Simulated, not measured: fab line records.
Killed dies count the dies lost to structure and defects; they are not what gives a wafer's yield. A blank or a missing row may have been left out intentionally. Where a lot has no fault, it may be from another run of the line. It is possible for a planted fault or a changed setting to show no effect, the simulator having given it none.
A struck lot beside a sound one	flow sky130	29 steps out of a route of 708
Sound: the wafers L526.3, L526.4, L526.5. The struck wafers were L534.1, L534.3, L534.6. Last of all comes the cause.
Order at every step that has rows: each side's tool, ch and its chambers, its first start. Under that, the readings that differ: sound wafers	struck wafers	difference of the means	sigmas: that difference in standard deviations of wafers without a fault.
alike: readings whose means differ by less than 2 such deviations, and words and numbers that are the same on both sides. not compared: withheld readings, readings that some wafer has no value for, bounds like >300 that may hide the same value, and numbers for which the record gives no deviation and whose values overlap.
A row with sigmas, a row that says differs or no value, or rows on one side alone: a step with any of these is where the two part. Non-overlapping numbers with no deviation appear without sigmas and do not part them. Lack of a reading on every wafer of one side parts them only where that side has two or more wafers.

first, 2 steps without rows for these wafers: SKY_METAL3_PEB_11; SKY_METAL3_DEVELOP_12 (develop time 60 s).
SKY_METAL3_CD_MEAS_13: target cd 300 nm.
  sound: cd-sem-01 at day 40 01:49; struck: cd-sem-01 at day 42 10:58
  alike: cd-nm
SKY_METAL3_OVL_MEAS_14:
  sound: overlay-02 at day 40 01:54; struck: overlay-02 at day 42 11:05
  alike: METAL3_OVL
SKY_METAL3_DESCUM_15: chemistry O2, time 8 s.
  sound on rie-metal-02 ch 0, day 40 01:57; struck on rie-metal-01 ch 0,1, day 42 11:07
  alike: chamber-pressure-mTorr, drypump-motor-current-A, oes-product-au
  not compared: rf-hours-counter-h
SKY_METAL3_ETCH_16: etches BARC in N2/H2, stops on SiO2, time 88.2 s, target depth 60 nm.
  sound on rie-metal-02 ch 0, day 40 02:03; struck on rie-metal-01 ch 0,1, day 42 11:10
  alike: chamber-pressure-mTorr, drypump-motor-current-A, oes-product-au, throttle-valve-pct
  not compared: rf-hours-counter-h
SKY_METAL3_ETCH_17: etches SiO2 in C4F8/O2/Ar, stops on TiN, time 3.9 s, target depth 15 nm.
  sound on rie-diel-02 ch 0,1, day 40 02:11; struck on rie-diel-04 ch 0,3, day 42 11:16
  alike: chamber-pressure-mTorr, oes-product-au
  not compared: rf-hours-counter-h
then, 5 steps without rows for these wafers: SKY_METAL3_METAL_ETCH_18 (etches the open film in Cl2/BCl3, stops on SiO2, target depth 845 nm, time 183.1 s); SKY_METAL3_STRIP_19 (strips in O2/N2); SKY_METAL3_STRIP_20 (strips in post etch residue remover, time 1200 s); SKY_METAL3_CLEAN_21 (cleans in IPA, time 180 s); SKY_METAL3_CLEAN_22 (cleans in O3/DIW).
SKY_VIA3_HDPCVD_00: deposits SiO2, target thk 1635 nm, time 272.5 s.
  sound on hdpcvd-01 ch 0,1,2, day 40 02:59; struck on hdpcvd-02 ch 1,2, day 42 12:02
  no value came back on the struck wafers for pressure-mtorr (mTorr), run-length-s (s), time-s (s); on the sound wafers pressure-mtorr (mTorr) reads 6.011 6.001 6.007
SKY_VIA3_CMP_02: polishes SiO2.
  sound on cmp-02 ch 0,2,3, day 40 03:19; struck on cmp-02 ch 0,3, day 42 12:19
  alike: edge-zone-pressure-frac, head-pressure-psi, motor-current-A, slurry-filter-dp-kPa
SKY_VIA3_BOW_MEAS_03:
  sound: film-metro-01 at day 40 03:33; struck: film-metro-04 at day 42 12:34
  alike: VIA3_BOW
then, 8 steps without rows for these wafers: SKY_VIA3_DEHYDRATE_04 (time 60 s); SKY_VIA3_HMDS_05 (prime time 60 s); SKY_VIA3_COAT_06 (resist thk 60 nm); SKY_VIA3_COAT_07 (resist thk 450 nm); SKY_VIA3_SOFTBAKE_08 (time 90 s); SKY_VIA3_EXPOSE_09 (exposes mask VIM3, target cd 200 nm); SKY_VIA3_PEB_10; SKY_VIA3_DEVELOP_11 (develop time 60 s).
SKY_VIA3_CD_MEAS_12: target cd 200 nm.
  sound: cd-sem-01 at day 41 04:08; struck: cd-sem-02 at day 43 11:44
  alike: cd-nm
SKY_VIA3_OVL_MEAS_13:
  sound: overlay-02 at day 41 04:13; struck: overlay-02 at day 43 11:52
  alike: VIA3_OVL
SKY_VIA3_ETCH_14: etches BARC in N2/H2, stops on SiO2, time 45.9 s, target depth 60 nm.
  sound on rie-diel-03 ch 1,3, day 41 04:15; struck on rie-diel-04 ch 1,2,3, day 43 11:54
  alike: chamber-pressure-mTorr, drypump-motor-current-A, oes-product-au, throttle-valve-pct
  not compared: rf-hours-counter-h
SKY_VIA3_ETCH_15: etches SiO2 in C4F8/O2/Ar, stops on TiN, target depth 507 nm, time 78 s.
  sound on rie-diel-03 ch 1,3, day 41 04:17; struck on rie-diel-04 ch 1,2,3, day 43 11:56
reading	sound	struck	difference	sigmas
oes-product-au (a.u.)	0.947 0.951 0.940	0.375 0.383 0.379	-0.567	-99 or more
model.etch.depth-nm (nm)	465.1 465.6 464.7	0 0 0	-465	
  alike: chamber-pressure-mTorr
  not compared: rf-hours-counter-h
then, 1 step without rows for these wafers: SKY_VIA3_STRIP_16 (strips in O2/N2).
-- the record jumps here: 5 days lie between the struck wafers' starts before and after (it left off in module VIA3 and takes up again in module PAD_OPEN, whose first step shown is number 708 of the route) --
SKY_PAD_OPEN_PROBE_99:
  sound: prober-01 at day 47 01:08; struck: prober-01 at day 48 21:23
reading	sound	struck	difference	sigmas
defect-limited-yield (%)	81.1 82.3 81.5	0 0 0	-82	-39
killed_at_M0_to_M3	42 41 43	482 478 485	+440	+61
killed-at-contacts	22 25 27	5 7 5	-19	-4
killed-at-front-end	26 16 19	4 7 1	-16	-4
killed-dies	93 87 91	492 492 492	+402	+40
killed-on-rim	16 16 17	96 96 96	+80	+21
killed-open	62 44 51	15 10 9	-41	-5
killed-short	31 43 40	4 9 6	-32	-5
sort_bin_3_pad_short (%)	0.4 0.8 0.8	23.4 26.6 25.6	+24.5	+63
sort_bin_5_function (%)	12.2 10.0 10.8	73.4 72.2 71.1	+61.2	+36
sort_bin_6_memory (%)	6.3 6.9 6.9	3.3 1.2 3.3	-4.1	-4
sort-n-pass	399 405 401	0 0 0	-402	-40
sort-yield-pct (%)	81.1 82.3 81.5	0 0 0	-82	-39
  alike: killed_at_M4_up, killed-at-other

## WHERE THEY PART
Earliest at SKY_VIA3_HDPCVD_00; latest, in this record, at SKY_PAD_OPEN_PROBE_99.

WHY: what the simulator had put in
Skipped step whole: hdpcvd-02, from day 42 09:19 on, at SKY_VIA3_HDPCVD_00. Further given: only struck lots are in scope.
